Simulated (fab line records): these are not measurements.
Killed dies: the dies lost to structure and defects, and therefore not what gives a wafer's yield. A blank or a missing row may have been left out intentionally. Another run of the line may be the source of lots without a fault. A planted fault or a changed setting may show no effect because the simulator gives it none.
A single fault, viewed from 2 desks -- flow sky130 -- each desk has only its own numbers; what lay behind them comes last

## AT THE METROLOGY DESK
Means of the sampled wafers that have a number, per lot and without regard to the tool the lot ran on: this is what the gauges read. Any lot whose mean is over 4 standard deviations away from the usual mean is out of limits and marked OUT; that distance is given in the brackets.
Columns: A = cd-nm at SKY_LI_CONTACT_CD_MEAS_12, usual 170.4 nm; B = LI_CONTACT_OVL at SKY_LI_CONTACT_OVL_MEAS_13, usual -1 nm; C = LI_CONTACT_W_RS at SKY_LI_CONTACT_RS_MEAS_22, usual 0.286 ohm/sq
lot,first seen here,A,B,C
L812,day 29 16:56,168.2,-5,0.290
L814,day 31 01:42,170.2,4,0.292
L818,day 31 16:54,168.4,7,0.281
L829,day 34 21:52,172.3,-3,0.283
L830,day 35 01:55,171.9,-1,0.279
L834,day 36 21:32,169.2,-3,0.289
This desk found nothing out of limits on any of the 6 lots.

## TOOL OWNER'S DESK, cvd-w-01
The tool's own readings at SKY_LI_CONTACT_CVD_21 (deposits W, target thk 400 nm, time 120.56 s): means of the sampled wafers that have a number, for each lot that ran on this tool. Any lot whose mean is over 4 standard deviations away from the usual mean is out of limits and marked OUT; that distance is given in the brackets.
Columns: A = heater-power-w at SKY_LI_CONTACT_CVD_21, usual 839 W
lot,first seen here,A
L818,day 31 17:36,773
L829,day 34 22:37,778
L830,day 35 02:38,782
This desk found nothing out of limits on any of the 3 lots.

## TAKEN TOGETHER
The metrology desk saw nothing out of limits.
The tool owner's desk saw nothing out of limits.

## WHAT THE SIMULATOR HAD INSERTED
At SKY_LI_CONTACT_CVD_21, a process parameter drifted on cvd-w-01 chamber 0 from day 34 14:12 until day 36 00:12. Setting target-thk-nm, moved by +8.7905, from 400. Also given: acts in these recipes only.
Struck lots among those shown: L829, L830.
